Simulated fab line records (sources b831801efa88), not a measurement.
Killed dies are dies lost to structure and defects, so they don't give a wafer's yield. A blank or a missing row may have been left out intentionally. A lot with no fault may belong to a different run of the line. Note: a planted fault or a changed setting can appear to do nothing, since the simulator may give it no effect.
Problem report, 8D (eight disciplines) form, completed by code -- flow sfqLine -- the parts of the form that need people (team, actions taken, sign-off) are left out

1. WHAT WENT WRONG
Wafers free of any fault read -2 nm (standard deviation 5.5) for R5_OVL at SFQ_R5_OVL_MEAS_935, against a mean of 48 nm on 12 wafers of 4 lots. That puts it +9.0 standard deviations away from the usual mean.
First seen on wafer L291.1, day 60 02:35, on overlay-01. The record holds 48 wafers of 16 lots with a number at this step. The rule behind "out" and "out of limits": a value lying over 4 standard deviations away from the usual mean. All remaining wafers that have a number are taken as sound.

2. WHAT IT IS AND WHAT IT IS NOT
question,is,is not
which readings at this step,R5_OVL,-
which lots,"L291, L292, L293, L294","L279, L280, L281, L282, L284, L287, L288, L289, L290, L299, L300, L301"
which wafers of those lots,all that have a number,-
read on which gauges,"overlay-01, overlay-02",-
when,from day 60 02:35,"up to then (27 sound wafers); but 9 sound wafers of L299, L300, L301 came after"

3. WHAT RULES OUT EACH SUSPECT
Counting: a tool at a process step up to the reading stays a suspect if it ran every lot that is out and no sound lot after the first of them.
- the gauge at SFQ_R5_OVL_MEAS_935 has been ruled out. The wafers that are out were read on 2 gauges (overlay-01, overlay-02).
- krfScanner-02 at SFQ_TRILAYER_R5_LITHO_EXPOSE_137 (exposes mask R5, target cd 500 nm): kept. All lots that are out passed through it, beginning with L291 at day 60 01:05, and no sound lot followed; its final sound lot before that point was L290 at day 59 10:53.
After counting, what remains is krfScanner-02 at SFQ_TRILAYER_R5_LITHO_EXPOSE_137.

4. THE CAUSE (what the simulator had put in)
Scanner matching overlay: krfScanner-02, from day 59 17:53 on, at SFQ_TRILAYER_R5_LITHO_EXPOSE_137. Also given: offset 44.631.
After counting, this tool was the only one left.

5. THE EFFECT CHAIN, in route order
Each row: a reading where the mean over the struck wafers with a number is more than 3 standard deviations away from the usual. Only readings whose record carries a usual standard deviation are examined. hours: median over the lots of the time between each lot's start at the first step of this table that gives one and its start at this step. sigmas: the change, counted in usual standard deviations.
hours,step,reading,usual,on struck wafers,change,sigmas
0,SFQ_R5_OVL_MEAS_935,R5_OVL,-2 nm,48,+50,+9.0

6. HOW IT WOULD HAVE BEEN CAUGHT EARLIER
Counted from the fault's start at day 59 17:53, it took 9 hours until the first out-of-limits reading at a measuring or inspecting step in this record, taken at day 60 02:35.
L292, L293, L294, from the lots that are out (4), started SFQ_TRILAYER_R5_LITHO_EXPOSE_137 on krfScanner-02 later than day 60 02:35. A hold on the tool at that time would have spared those 3.
